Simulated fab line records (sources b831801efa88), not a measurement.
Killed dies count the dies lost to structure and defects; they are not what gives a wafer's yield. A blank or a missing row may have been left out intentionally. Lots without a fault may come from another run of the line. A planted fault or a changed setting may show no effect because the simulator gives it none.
fab line records + flow sky130
record:
- lots: 13
- wafers: 39
- last-day: 51
route steps=708 shown NWELL@67 SONOS_ONO@169 GATE_OXIDE@199 PAD_OPEN@708
lots that met no fault: taken from a fault-free run of the same line
start-h: hours from the record's first day to the start of the lot's first wafer shown + wait-h: time in hours since the lot's previous step + " the same as in the row above + L1.1+2: one row covering several wafers at once + - no value, or no start was given + * or withheld: withheld + < > ~ a bound
route shown NAME@n: names a module that has steps shown in the file, with the first one's number in the route + usual: average and standard deviation across the fault-free wafers + same: alike in all rows + chamber/n: place in a boat + sites: each site's reading + _std_site: the values' standard deviation + _edge_site: the outer-site mean with the inner-site mean subtracted + radius-mm: for every site, how far away it sits from the centre of the wafer + mask NAME#n: copy n + behind: the most recent tool/chamber to have shaped the wafer + hold: the reason the lot was held/the length of the hold in hours/how it ended + device: whichever transistor did not switch (one of n, p or np) + end of line: the same wafers' tests at the end of the route + a step with no rows: only its recipe + killed: dies lost to structure and defects at the first sort, not the wafer's yield + map: the dies of a wafer, with x for killed, . for not killed, _ for no die there
set.NAME: the setting as run; set.NAME@STEP: as run at that earlier step + model.NAME: the simulator's own value behind a step, which no gauge read
one table for each step of the route and one row for each wafer, over a sample of lots
services: when a tool's chamber went out of use (start-h, in hours from the record's first day, below 0 if earlier), for how many hours, and the reason
== steps ==
step: SKY_NWELL_STRIP_14
recipe:
- chemistry: O2/N2
- power-w: 1400
- pressure-mtorr: 1500
- platen-temp-c: withheld
- o2-flow-sccm: 3000
- n2-flow-sccm: 300
- overash-fraction: 0.5
usual:
- drypump-motor-current-A: 6.0/0.43
- o2-flow-sccm: 3001/8.4
- oes-product-au: 0.723/0.0044
- strip-time-to-endpoint-s: 36.89/0.1
| lot.wafer | tool            | chamber | start-h | wait-h | drypump-motor-current-A | o2-flow-sccm | oes-product-au | rf-hours-counter-h | strip-time-to-endpoint-s |
|-----------|-----------------|---------|---------|--------|-------------------------|--------------|----------------|--------------------|--------------------------|
| L555.2    | plasma-asher-02 | 0       | 98.78   | 0.1    | 6.3                     | 3008         | 0.724          | 41                 | 36.87                    |
| L555.3    | "               | 1       | "       | "      | 5.8                     | 3013         | 0.719          | -                  | 37.01                    |
| L555.5    | "               | 1       | "       | "      | 5.8                     | 2999         | 0.726          | -                  | 36.84                    |
| L558.1    | plasma-asher-03 | 1       | 115.58  | 0.1    | 5.5                     | 2985         | 0.721          | 39                 | 36.89                    |
| L558.2    | "               | 0       | "       | "      | 6.6                     | 2991         | 0.720          | 39                 | 36.89                    |
| L558.4    | "               | 0       | "       | "      | 6.6                     | 3006         | 0.719          | -                  | 36.80                    |
| L559.1    | plasma-asher-03 | 0       | 116.63  | 0.1    | 6.6                     | 3002         | 0.728          | 40                 | 36.99                    |
| L559.2    | "               | 1       | "       | "      | 5.4                     | 2995         | 0.719          | 40                 | 36.94                    |
| L559.6    | "               | 1       | "       | "      | 5.4                     | 2986         | 0.719          | -                  | 37.08                    |
| L560.3    | plasma-asher-02 | 0       | 125.91  | 0.1    | 6.3                     | 2997         | 0.729          | -                  | 36.86                    |
| L560.5    | "               | 0       | "       | "      | 6.3                     | 2989         | 0.713          | -                  | 36.84                    |
| L560.6    | "               | 1       | "       | "      | 5.8                     | 3002         | 0.726          | -                  | 36.87                    |
| L562.2    | plasma-asher-03 | 1       | 137.57  | 0.1    | 5.5                     | 3009         | 0.720          | 41                 | 36.83                    |
| L562.5    | "               | 1       | "       | "      | 5.5                     | 3020         | 0.719          | -                  | 36.72                    |
| L562.6    | "               | 0       | "       | "      | 6.6                     | 3000         | 0.725          | -                  | 36.77                    |
| L563.2    | plasma-asher-02 | 1       | 142.47  | 0.1    | 5.8                     | 3005         | 0.729          | 2                  | 36.97                    |
| L563.3    | "               | 1       | "       | "      | 5.8                     | 3015         | 0.721          | -                  | 36.99                    |
| L563.6    | "               | 0       | "       | "      | 6.4                     | 3008         | 0.715          | -                  | 36.85                    |
| L565.1    | plasma-asher-03 | 1       | 154.02  | 0.1    | 5.5                     | 3015         | 0.719          | 43                 | 36.92                    |
| L565.2    | "               | 0       | "       | "      | 6.6                     | 2999         | 0.715          | 43                 | 36.82                    |
| L565.5    | "               | 1       | "       | "      | 5.5                     | 3010         | 0.715          | -                  | 36.86                    |
| L566.3    | plasma-asher-03 | 1       | 159.71  | 0.1    | 5.4                     | 3000         | 0.723          | -                  | 37.04                    |
| L566.4    | "               | 0       | "       | "      | 6.6                     | 3005         | 0.726          | -                  | 37.07                    |
| L566.6    | "               | 1       | "       | "      | 5.5                     | 2997         | 0.725          | -                  | 37.01                    |
| L568.1    | plasma-asher-04 | 1       | 172.37  | 0.1    | 5.8                     | 3004         | 0.724          | 38                 | 36.91                    |
| L568.2    | "               | 0       | "       | "      | 6.3                     | 3001         | 0.719          | 38                 | 36.92                    |
| L568.3    | "               | 1       | "       | "      | 5.8                     | 2998         | 0.721          | -                  | 36.85                    |
| L573.3    | plasma-asher-02 | 1       | 203.31  | 0.1    | 5.8                     | 3008         | 0.724          | -                  | 36.97                    |
| L573.4    | "               | 0       | "       | "      | 6.3                     | 3009         | 0.719          | -                  | 37.01                    |
| L573.5    | "               | 0       | "       | "      | 6.3                     | 2989         | 0.724          | -                  | 36.95                    |
| L574.2    | plasma-asher-04 | 1       | 212.27  | 0.1    | 5.8                     | 2998         | 0.722          | 42                 | 36.80                    |
| L574.3    | "               | 1       | "       | "      | 5.8                     | 3000         | 0.729          | -                  | 36.96                    |
| L574.4    | "               | 0       | "       | "      | 6.4                     | 2999         | 0.721          | -                  | 36.87                    |
| L575.1    | plasma-asher-03 | 0       | 217.07  | 0.1    | 6.6                     | 3006         | 0.727          | 49                 | 36.98                    |
| L575.3    | "               | 1       | "       | "      | 5.5                     | 2984         | 0.723          | -                  | 36.78                    |
| L575.6    | "               | 1       | "       | "      | 5.4                     | 2994         | 0.721          | -                  | 36.83                    |
| L576.1    | plasma-asher-04 | 1       | 218.92  | 0.1    | 5.8                     | 2998         | 0.725          | 43                 | 36.77                    |
| L576.2    | "               | 0       | "       | "      | 6.4                     | 3008         | 0.727          | 43                 | 36.91                    |
| L576.6    | "               | 0       | "       | "      | 6.4                     | 3015         | 0.726          | -                  | 36.77                    |
step: SKY_NWELL_RS_MEAS_29
recipe:
- thk-meas-gauge: four-point-probe
usual:
- NWELL_RS: 617.5/1.8
| lot.wafer | tool          | chamber | start-h | wait-h | NWELL_RS[ohm/sq] |
|-----------|---------------|---------|---------|--------|------------------|
| L555.2    | film-metro-03 | -       | 116.76  | 0.1    | 613.3            |
| L555.3    | "             | -       | "       | "      | 615.9            |
| L555.5    | "             | -       | "       | "      | 614.9            |
| L558.1    | film-metro-02 | -       | 135.04  | 0.1    | 618.3            |
| L558.2    | "             | -       | "       | "      | 618.6            |
| L558.4    | "             | -       | "       | "      | 617.9            |
| L559.1    | film-metro-02 | -       | 135.69  | 0.1    | 616.0            |
| L559.2    | "             | -       | "       | "      | 616.0            |
| L559.6    | "             | -       | "       | "      | 615.6            |
| L560.3    | film-metro-02 | -       | 145.53  | 0.1    | 617.7            |
| L560.5    | "             | -       | "       | "      | 619.2            |
| L560.6    | "             | -       | "       | "      | 618.3            |
| L562.2    | film-metro-02 | -       | 157.45  | 0.1    | 617.8            |
| L562.5    | "             | -       | "       | "      | 616.1            |
| L562.6    | "             | -       | "       | "      | 616.7            |
| L563.2    | film-metro-03 | -       | 161.96  | 0.1    | 619.2            |
| L563.3    | "             | -       | "       | "      | 620.3            |
| L563.6    | "             | -       | "       | "      | 616.3            |
| L565.1    | film-metro-02 | -       | 174.98  | 0.1    | 616.9            |
| L565.2    | "             | -       | "       | "      | 618.5            |
| L565.5    | "             | -       | "       | "      | 616.2            |
| L566.3    | film-metro-01 | -       | 181.17  | 0.1    | 619.7            |
| L566.4    | "             | -       | "       | "      | 616.3            |
| L566.6    | "             | -       | "       | "      | 618.9            |
| L568.1    | film-metro-01 | -       | 194.19  | 0.1    | 619.0            |
| L568.2    | "             | -       | "       | "      | 618.1            |
| L568.3    | "             | -       | "       | "      | 618.7            |
| L573.3    | film-metro-03 | -       | 226.27  | 0.1    | 617.5            |
| L573.4    | "             | -       | "       | "      | 618.2            |
| L573.5    | "             | -       | "       | "      | 617.3            |
| L574.2    | film-metro-01 | -       | 235.45  | 0.1    | 621.1            |
| L574.3    | "             | -       | "       | "      | 621.5            |
| L574.4    | "             | -       | "       | "      | 618.1            |
| L575.1    | film-metro-01 | -       | 240.37  | 0.1    | 618.4            |
| L575.3    | "             | -       | "       | "      | 618.3            |
| L575.6    | "             | -       | "       | "      | 619.3            |
| L576.1    | film-metro-03 | -       | 243.04  | 0.1    | 614.7            |
| L576.2    | "             | -       | "       | "      | 615.5            |
| L576.6    | "             | -       | "       | "      | 616.7            |
step: SKY_SONOS_ONO_THK_MEAS_01
recipe:
- reads: SiO2_of_SONOS_ONO_OXIDATION_00
usual:
- SONOS_ONO_OXIDATION_THK: 2.59/0.05
| lot.wafer | tool          | chamber | start-h | wait-h | SONOS_ONO_OXIDATION_THK[nm] |
|-----------|---------------|---------|---------|--------|-----------------------------|
| L555.2    | film-metro-03 | -       | 273.69  | 0.0    | 2.65                        |
| L555.3    | "             | -       | "       | "      | 2.55                        |
| L555.5    | "             | -       | "       | "      | 2.62                        |
| L558.1    | film-metro-04 | -       | 294.34  | 0.0    | 2.55                        |
| L558.2    | "             | -       | "       | "      | 2.55                        |
| L558.4    | "             | -       | "       | "      | 2.63                        |
| L559.1    | film-metro-04 | -       | 294.96  | 0.0    | 2.70                        |
| L559.2    | "             | -       | "       | "      | 2.65                        |
| L559.6    | "             | -       | "       | "      | 2.62                        |
| L560.3    | film-metro-03 | -       | 308.65  | 0.0    | 2.66                        |
| L560.5    | "             | -       | "       | "      | 2.58                        |
| L560.6    | "             | -       | "       | "      | 2.66                        |
| L562.2    | film-metro-01 | -       | 323.34  | 0.0    | 2.50                        |
| L562.5    | "             | -       | "       | "      | 2.56                        |
| L562.6    | "             | -       | "       | "      | 2.53                        |
| L563.2    | film-metro-01 | -       | 329.72  | 0.0    | 2.63                        |
| L563.3    | "             | -       | "       | "      | 2.58                        |
| L563.6    | "             | -       | "       | "      | 2.58                        |
| L565.1    | film-metro-03 | -       | 347.28  | 0.0    | 2.64                        |
| L565.2    | "             | -       | "       | "      | 2.64                        |
| L565.5    | "             | -       | "       | "      | 2.68                        |
| L566.3    | film-metro-03 | -       | 356.34  | 0.0    | 2.62                        |
| L566.4    | "             | -       | "       | "      | 2.59                        |
| L566.6    | "             | -       | "       | "      | 2.63                        |
| L568.1    | film-metro-01 | -       | 381.47  | 0.0    | 2.54                        |
| L568.2    | "             | -       | "       | "      | 2.61                        |
| L568.3    | "             | -       | "       | "      | 2.55                        |
| L573.3    | film-metro-03 | -       | 412.40  | 0.0    | 2.69                        |
| L573.4    | "             | -       | "       | "      | 2.65                        |
| L573.5    | "             | -       | "       | "      | 2.66                        |
| L574.2    | film-metro-04 | -       | 425.02  | 0.0    | 2.59                        |
| L574.3    | "             | -       | "       | "      | 2.59                        |
| L574.4    | "             | -       | "       | "      | 2.58                        |
| L575.1    | film-metro-03 | -       | 429.40  | 0.0    | 2.59                        |
| L575.3    | "             | -       | "       | "      | 2.65                        |
| L575.6    | "             | -       | "       | "      | 2.58                        |
| L576.1    | film-metro-01 | -       | 431.08  | 0.0    | 2.54                        |
| L576.2    | "             | -       | "       | "      | 2.55                        |
| L576.6    | "             | -       | "       | "      | 2.54                        |
step: SKY_GATE_OXIDE_WET_ETCH_12
recipe:
- chemistry: dHF
- target-depth-nm: 16.8
- dry: n2-spin
- target: SiO2
- dilution: 100:1
- temp-c: 25
- time-s: 336
usual:
- run-length-s: 364/3.3
| lot.wafer | tool         | chamber | start-h | wait-h | run-length-s |
|-----------|--------------|---------|---------|--------|--------------|
| L555.2    | wet-bench-03 | 0       | 331.92  | 0.1    | 362          |
| L555.3    | "            | 0       | "       | "      | 362          |
| L555.5    | "            | 0       | "       | "      | 362          |
| L558.1    | wet-bench-01 | 2       | 352.72  | 0.1    | 369          |
| L558.2    | "            | 2       | "       | "      | 369          |
| L558.4    | "            | 2       | "       | "      | 369          |
| L559.1    | wet-bench-03 | 3       | 352.82  | 0.1    | 370          |
| L559.2    | "            | 3       | "       | "      | 370          |
| L559.6    | "            | 3       | "       | "      | 370          |
| L560.3    | wet-bench-03 | 0       | 367.57  | 0.1    | 362          |
| L560.5    | "            | 0       | "       | "      | 362          |
| L560.6    | "            | 0       | "       | "      | 362          |
| L562.2    | wet-bench-02 | 3       | 386.22  | 0.1    | 361          |
| L562.5    | "            | 3       | "       | "      | 361          |
| L562.6    | "            | 3       | "       | "      | 361          |
| L563.2    | wet-bench-01 | 1       | 389.72  | 0.1    | 363          |
| L563.3    | "            | 1       | "       | "      | 363          |
| L563.6    | "            | 1       | "       | "      | 363          |
| L565.1    | wet-bench-03 | 3       | 408.17  | 0.1    | 363          |
| L565.2    | "            | 3       | "       | "      | 363          |
| L565.5    | "            | 3       | "       | "      | 363          |
| L566.3    | wet-bench-01 | 1       | 424.12  | 0.1    | 364          |
| L566.4    | "            | 1       | "       | "      | 364          |
| L566.6    | "            | 1       | "       | "      | 364          |
| L568.1    | wet-bench-01 | 3       | 449.52  | 0.1    | 158          |
| L568.2    | "            | 3       | "       | "      | 158          |
| L568.3    | "            | 3       | "       | "      | 158          |
| L573.3    | wet-bench-01 | 1       | 477.87  | 0.1    | 165          |
| L573.4    | "            | 1       | "       | "      | 165          |
| L573.5    | "            | 1       | "       | "      | 165          |
| L575.1    | wet-bench-02 | 1       | 534.27  | 0.1    | 359          |
| L575.3    | "            | 1       | "       | "      | 359          |
| L575.6    | "            | 1       | "       | "      | 359          |
| L576.1    | wet-bench-03 | 3       | 535.32  | 0.1    | 363          |
| L576.2    | "            | 3       | "       | "      | 363          |
| L576.6    | "            | 3       | "       | "      | 363          |
| L574.2    | wet-bench-03 | 3       | 536.52  | 0.1    | 363          |
| L574.3    | "            | 3       | "       | "      | 363          |
| L574.4    | "            | 3       | "       | "      | 363          |
step: SKY_PAD_OPEN_PROBE_99
usual:
- killed_at_M0_to_M3: 43/6.8
- killed_at_M4_up: 3.1/1.8
- killed-at-contacts: 25/5.8
- killed-at-front-end: 15/4.2
- killed-at-other: 0.3/0.5
- killed-dies: 87/9.7
- killed-on-rim: 17/4.1
- killed-open: 47/7.3
- killed-short: 39/6.6
same:
- gross-dies: 492
- killed-at-back-side: 0
| lot.wafer | tool      | chamber | start-h | wait-h | killed_at_M0_to_M3 | killed_at_M4_up | killed-at-contacts | killed-at-front-end | killed-at-other | killed-dies | killed-on-rim | killed-open | killed-short |
|-----------|-----------|---------|---------|--------|--------------------|-----------------|--------------------|---------------------|-----------------|-------------|---------------|-------------|--------------|
| L568.1    | prober-01 | -       | 1173.74 | 0.1    | 49                 | 3               | 22                 | 418                 | 0               | 492         | 96            | 41          | 47           |
| L568.2    | prober-01 | -       | 1173.79 | 0.1    | 46                 | 4               | 29                 | 413                 | 0               | 492         | 96            | 50          | 44           |
| L568.3    | prober-01 | -       | 1173.84 | 0.2    | 42                 | 4               | 21                 | 425                 | 0               | 492         | 96            | 37          | 44           |
| L573.3    | prober-01 | -       | 1188.14 | 0.2    | 40                 | 2               | 24                 | 426                 | 0               | 492         | 96            | 53          | 37           |
| L573.4    | prober-01 | -       | 1188.19 | 0.2    | 47                 | 2               | 21                 | 422                 | 0               | 492         | 96            | 43          | 39           |
| L573.5    | prober-01 | -       | 1188.24 | 0.2    | 41                 | 4               | 23                 | 424                 | 0               | 492         | 96            | 52          | 38           |
killed by level:class
L568.1 GATE_OXIDE:area-etch=404 VIA1:geometric-particle:short=11 VIA1:geometric-particle:open=11 CONTACT:geometric-particle:open=6 METAL1:geometric-particle:short=5 LI_CONTACT:geometric-particle:open=5 CONTACT:geometric-particle:short=5 VIA2:geometric-particle:open=5
L568.2 GATE_OXIDE:area-etch=398 CONTACT:geometric-particle:open=10 VIA3:geometric-particle:open=10 LI_CONTACT:geometric-particle:open=8 VIA2:geometric-particle:open=5 VIA3:geometric-particle:short=5 LI_CONTACT:geometric-particle:short=4 LOCAL_INTERCONNECT:geometric-particle:short=4
L568.3 GATE_OXIDE:area-etch=411 CONTACT:geometric-particle:open=8 METAL2:geometric-particle:short=7 VIA1:geometric-particle:short=7 CONTACT:geometric-particle:short=6 VIA2:geometric-particle:open=5 VIA1:geometric-particle:open=5 LI_CONTACT:geometric-particle:open=4
L573.3 GATE_OXIDE:area-etch=402 CONTACT:geometric-particle:open=13 VIA1:geometric-particle:open=9 FIELD_ISO:geometric-particle:short=7 METAL2:geometric-particle:short=7 VIA2:geometric-particle:open=7 FIELD_ISO:geometric-particle:open=6 CONTACT:geometric-particle:short=6
L573.4 GATE_OXIDE:area-etch=410 CONTACT:geometric-particle:open=12 VIA3:geometric-particle:open=8 VIA1:geometric-particle:open=7 VIA1:geometric-particle:short=7 VIA2:geometric-particle:open=7 METAL3:geometric-particle:short=6 POLY_GATE:geometric-particle:open=4
L573.5 GATE_OXIDE:area-etch=402 VIA1:geometric-particle:open=9 LI_CONTACT:geometric-particle:open=7 CONTACT:geometric-particle:open=7 FIELD_ISO:geometric-particle:open=6 POLY_GATE:geometric-particle:open=6 CONTACT:geometric-particle:short=6 VIA2:geometric-particle:open=6
== services ==
| tool            | chamber | start-h | hours | kind       |
|-----------------|---------|---------|-------|------------|
| plasma-asher-02 | -       | 108.75  | 9.0   | pm         |
| plasma-asher-02 | 0       | 108.75  | 9.0   | vent-cycle |
| plasma-asher-02 | 1       | 108.75  | 9.0   | vent-cycle |
| plasma-asher-02 | 0       | 117.75  | -     | clean      |
| plasma-asher-02 | 1       | 117.75  | -     | clean      |
| plasma-asher-03 | -       | 119.25  | 4.6   | pm         |
| plasma-asher-02 | -       | 180.13  | 0.4   | repair     |
| plasma-asher-04 | -       | 255.97  | 28.1  | pm         |
| plasma-asher-04 | -       | 284.07  | 14.6  | pm         |
| plasma-asher-04 | -       | 298.67  | 2.8   | pm         |
| plasma-asher-02 | -       | 303.73  | 8.0   | repair     |
| plasma-asher-04 | -       | 303.85  | 0.3   | repair     |
| wet-bench-03    | -       | 330.65  | 0.7   | repair     |
| plasma-asher-02 | -       | 382.35  | 14.6  | pm         |
| wet-bench-01    | -       | 438.22  | 9.9   | repair     |
== key ==
first-sign:
- step: SKY_GATE_OXIDE_WET_ETCH_12
- reading: run-length-s
- direction: down
- sigmas: 61
- usual: *
- struck: *
effect:
- step: SKY_PAD_OPEN_PROBE_99
- reading: killed-at-front-end
- direction: up
- sigmas: 97
- usual: 15
- struck: 421
more-kills-born-at:
- SKY_GATE_OXIDE_WET_ETCH_12@wet-bench-01: 2427
met-at SKY_GATE_OXIDE_WET_ETCH_12
struck-lots L568,L573
later-rows-left-out L568.1,L568.2,L568.3,L573.3,L573.4,L573.5
tester-left-out L568,L573
not-acting-at SKY_NWELL_STRIP_14,SKY_NWELL_RS_MEAS_29,SKY_SONOS_ONO_THK_MEAS_01
onset-between 424.12 449.52
fault:
- kind: process-parameter-drift
- tool: wet-bench-01
- chamber: -
- onset-h: 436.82
- steps: SKY_GATE_OXIDE_WET_ETCH_12
- channel: time-s
- offset: *
- shape: step
- end-h: 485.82
- acts-in: *
- stated: *
tester-left-out: of these lots the tester's yield and bins aren't shown, on N5 and GAA mostly nor the transistor test; their killed dies are dies lost to structure and defects alone, not to doping, threshold or leakage, so they don't give the yield
later-rows-left-out: the simulator's readings of these wafers behind a module that went badly wrong aren't trusted and aren't shown, but for the sort
